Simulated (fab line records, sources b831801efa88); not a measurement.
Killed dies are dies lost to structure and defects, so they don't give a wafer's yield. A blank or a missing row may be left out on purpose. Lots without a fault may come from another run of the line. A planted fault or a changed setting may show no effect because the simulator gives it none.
Which tool did it? | flow sky130 | 12 lots, 36 wafers sampled, at 5 steps of a route of 708

WHAT THE GAUGES READ, wafer by wafer
SKY_SONOS_ONO_THK_MEAS_01.
lot  | measured     | on            | SONOS_ONO_OXIDATION_THK (nm)
L852 | day 11 13:09 | film_metro-02 | 2.56 2.55 2.57
L853 | day 11 19:35 | film_metro-04 | 2.52 2.50 2.62
L856 | day 13 23:37 | film_metro-02 | 2.69 2.62 2.66
L857 | day 14 12:28 | film_metro-01 | 2.66 2.72 2.71
L859 | day 14 20:32 | film_metro-01 | 2.54 2.62 2.54
L860 | day 14 22:23 | film_metro-01 | 2.72 2.73 2.65
L861 | day 15 00:36 | film_metro-01 | 2.61 2.60 2.56
L863 | day 15 04:29 | film_metro-01 | 2.72 2.60 2.62
L870 | day 17 20:48 | film_metro-02 | 2.63 2.66 2.63
L871 | day 18 00:28 | film_metro-02 | 2.61 2.61 2.60
L872 | day 18 06:17 | film_metro-02 | 2.49 2.58 2.52
L873 | day 19 02:40 | film_metro-04 | 2.55 2.61 2.59

SKY_SONOS_ONO_OVL_MEAS_14.
lot  | measured     | on         | SONOS_ONO_OVL (nm)
L852 | day 12 17:06 | overlay-02 | -2.9 -0.2 -2.4
L853 | day 13 00:45 | overlay-02 | -1.7 -0.8 -1.3
L856 | day 15 04:15 | overlay-02 | 0.4 -2.3 0.1
L857 | day 15 16:51 | overlay-01 | -1.4 -2.8 -1.1
L859 | day 16 06:09 | overlay-01 | -0.2 -1.7 -0.9
L860 | day 16 06:16 | overlay-01 | -2.9 -2.9 -3.6
L861 | day 16 08:25 | overlay-02 | -1.3 0.0 -0.7
L863 | day 16 14:07 | overlay-02 | -2.9 -0.7 -1.2
L870 | day 19 06:24 | overlay-02 | -2.9 -1.1 -2.6
L871 | day 19 09:33 | overlay-02 | -1.7 -0.2 -0.5
L872 | day 19 15:26 | overlay-01 | -2.3 -1.2 -2.0
L873 | day 20 11:19 | overlay-01 | -1.4 0.4 -0.8

SKY_GATE_OXIDE_THK_MEAS_02.
lot  | measured     | on            | GATE_OXIDE_OXIDATION_00_THK (nm)
L852 | day 12 20:13 | film_metro-03 | 9.84 9.87 9.93
L853 | day 13 03:38 | film_metro-02 | 10.22 9.94 10.05
L856 | day 15 06:52 | film_metro-02 | 10.59 10.63 10.69
L857 | day 15 19:34 | film_metro-01 | 10.22 10.30 10.23
L859 | day 16 11:59 | film_metro-01 | 10.34 10.10 10.41
L860 | day 16 11:58 | film_metro-03 | 9.95 9.78 9.83
L861 | day 16 12:02 | film_metro-01 | 10.35 10.31 10.49
L863 | day 16 23:02 | film_metro-02 | 10.50 10.55 10.47
L870 | day 19 08:26 | film_metro-02 | 10.23 10.51 10.45
L871 | day 19 11:20 | film_metro-03 | 10.17 10.22 10.14
L872 | day 19 17:58 | film_metro-02 | 9.23 9.18 9.18
L873 | day 20 13:23 | film_metro-03 | 9.07 9.13 9.03

WHICH TOOL RAN EACH LOT (tool, then ch and the chambers of the sampled wafers, then the start)
lot  | SKY_SONOS_ONO_ETCH_15              | SKY_GATE_OXIDE_OXIDATION_01
L852 | rie_diel-02 ch 0,1, day 12 17:08   | furnace-02 ch 0, day 12 18:47
L853 | rie_diel-03 ch 0,1,3, day 13 00:47 | furnace-02 ch 0, day 13 02:13
L856 | rie_diel-02 ch 0,1,2, day 15 04:17 | furnace-01 ch 0, day 15 05:27
L857 | rie_diel-03 ch 1,3, day 15 16:53   | furnace-01 ch 0, day 15 18:09
L859 | rie_diel-03 ch 0,1,3, day 16 06:11 | furnace-01 ch 0, day 16 10:33
L860 | rie_diel-01 ch 0,1,3, day 16 06:18 | furnace-01 ch 0, day 16 10:33
L861 | rie_diel-01 ch 0,1,2, day 16 08:26 | furnace-01 ch 0, day 16 10:33
L863 | rie_diel-03 ch 0,2,3, day 16 14:08 | furnace-02 ch 0, day 16 21:37
L870 | rie_diel-02 ch 0,2,3, day 19 06:26 | furnace-02 ch 0, day 19 07:01
L871 | rie_diel-02 ch 0,3, day 19 09:35   | furnace-02 ch 0, day 19 09:55
L872 | rie_diel-03 ch 0,1,3, day 19 15:29 | furnace-01 ch 0, day 19 16:34
L873 | rie_diel-03 ch 0,2,3, day 20 11:20 | furnace-01 ch 0, day 20 11:56
- SKY_SONOS_ONO_ETCH_15: etches the open film in CHF3/O2, target depth 19.52 nm, time 7.8 s.
- SKY_GATE_OXIDE_OXIDATION_01: stabilise 600 s, purge 300 s, target thk 10.268 nm.

WHAT THE TOOLS THEMSELVES READ (means of the sampled wafers that have a number; where no wafer has one, the mark that the record gives instead)
SKY_SONOS_ONO_ETCH_15.
lot  | tool        | drypump_motor_current_A (A) | oes_product_au (a.u.) | throttle_valve_pct (%)
L852 | rie_diel-02 | 5.8                         | 1.006                 | 8.827
L853 | rie_diel-03 | 5.6                         | 1.002                 | 8.828
L856 | rie_diel-02 | 5.8                         | 1.012                 | 8.824
L857 | rie_diel-03 | 5.3                         | 1.007                 | 8.834
L859 | rie_diel-03 | 5.6                         | 1.010                 | 8.822
L860 | rie_diel-01 | 5.5                         | 1.011                 | 8.828
L861 | rie_diel-01 | 5.4                         | 1.018                 | 8.830
L863 | rie_diel-03 | 5.5                         | 1.010                 | 8.822
L870 | rie_diel-02 | 6.2                         | 1.003                 | 8.821
L871 | rie_diel-02 | 6.5                         | 1.002                 | 8.821
L872 | rie_diel-03 | 5.6                         | 1.015                 | 8.823
L873 | rie_diel-03 | 5.5                         | 1.015                 | 8.831

THE ANSWER, worked out from the rows above alone
Rule: what is usual is taken from the lots themselves. Put in order of their means at a reading, lots are off if they are a third of the lots or fewer, leave a main group of 4 or more, and stand apart from it by a gap of 3 or more times the standard deviation of the main group's means; of several such gaps the widest counts. A main group whose means are all the same, to the digits that the tables above print for the reading, isn't used. A lot without any number at a reading at which 4 lots or more have one is off too. The other lots that the step has rows for count as sound. The gauges are gone through in route order, then the tools' own readings, and for those a lot's mean is taken as printed above. The first step at which some lot is off is used, and at that step the reading that is off furthest; a lot without a number counts as furthest.
No lot is off at any reading shown: from this, nothing can be told.

WHAT THE SIMULATOR HAD PUT IN
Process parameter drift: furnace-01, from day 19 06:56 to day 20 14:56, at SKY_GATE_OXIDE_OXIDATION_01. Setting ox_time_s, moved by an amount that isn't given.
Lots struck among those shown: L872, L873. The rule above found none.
